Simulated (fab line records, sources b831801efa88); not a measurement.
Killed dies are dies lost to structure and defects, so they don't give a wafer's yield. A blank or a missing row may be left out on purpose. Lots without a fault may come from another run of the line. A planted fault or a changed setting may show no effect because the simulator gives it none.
One fault seen from 2 desks | flow sky130 | each desk has only its own numbers; what lay behind them comes last

THE METROLOGY DESK
What the gauges read, lot by lot, whatever tool the lot ran on: means of the sampled wafers that have a number. A lot is out of limits, marked OUT, if its mean lies more than 4 standard deviations from the usual mean; the brackets give that distance.
Columns: A = PASSIVATION_CVD_00_THK at SKY_PASSIVATION_THK_MEAS_01, usual 89.7 nm
lot  | first seen here | A
L226 | day 44 07:01    | 90.1
L227 | day 44 11:58    | 90.4
L229 | day 44 16:50    | 88.1
L231 | day 45 09:05    | 89.9
L232 | day 45 19:14    | 89.0
L238 | day 47 09:52    | 88.3
L239 | day 47 12:50    | 90.2
L243 | day 48 06:32    | 90.1
L244 | day 48 11:11    | 90.3
L247 | day 49 06:32    | 91.5
L248 | day 49 13:39    | 88.4
This desk's finding: nothing out of limits on any of the 11 lots.

THE TOOL OWNER'S DESK: plasma_asher-01
The tool's own readings at SKY_METAL3_STRIP_19 (strips in O2/N2): means of the sampled wafers that have a number, for each lot that ran on this tool. A lot is out of limits, marked OUT, if its mean lies more than 4 standard deviations from the usual mean; the brackets give that distance.
Columns: A = drypump_motor_current_A at SKY_METAL3_STRIP_19, usual 5.6 A; B = oes_product_au at SKY_METAL3_STRIP_19, usual 0.503 a.u.; C = strip_time_to_endpoint_s at SKY_METAL3_STRIP_19, usual 6.55 s
lot  | first seen here | A   | B     | C
L226 | day 39 03:05    | 5.3 | 0.511 | 6.78
L227 | day 39 07:38    | 5.7 | 0.502 | 6.46
L231 | day 40 06:53    | 5.3 | 0.495 | 6.39
L232 | day 40 20:02    | 5.3 | 0.511 | 6.68
L238 | day 42 14:26    | 5.3 | 0.499 | 6.54
L239 | day 42 18:20    | 5.3 | 0.503 | 6.47
L248 | day 45 06:56    | 5.3 | 0.500 | 6.49
This desk's finding: nothing out of limits on any of the 7 lots.

PUT TOGETHER
The metrology desk saw nothing out of limits.
The tool owner's desk saw nothing out of limits.

WHAT THE SIMULATOR HAD PUT IN
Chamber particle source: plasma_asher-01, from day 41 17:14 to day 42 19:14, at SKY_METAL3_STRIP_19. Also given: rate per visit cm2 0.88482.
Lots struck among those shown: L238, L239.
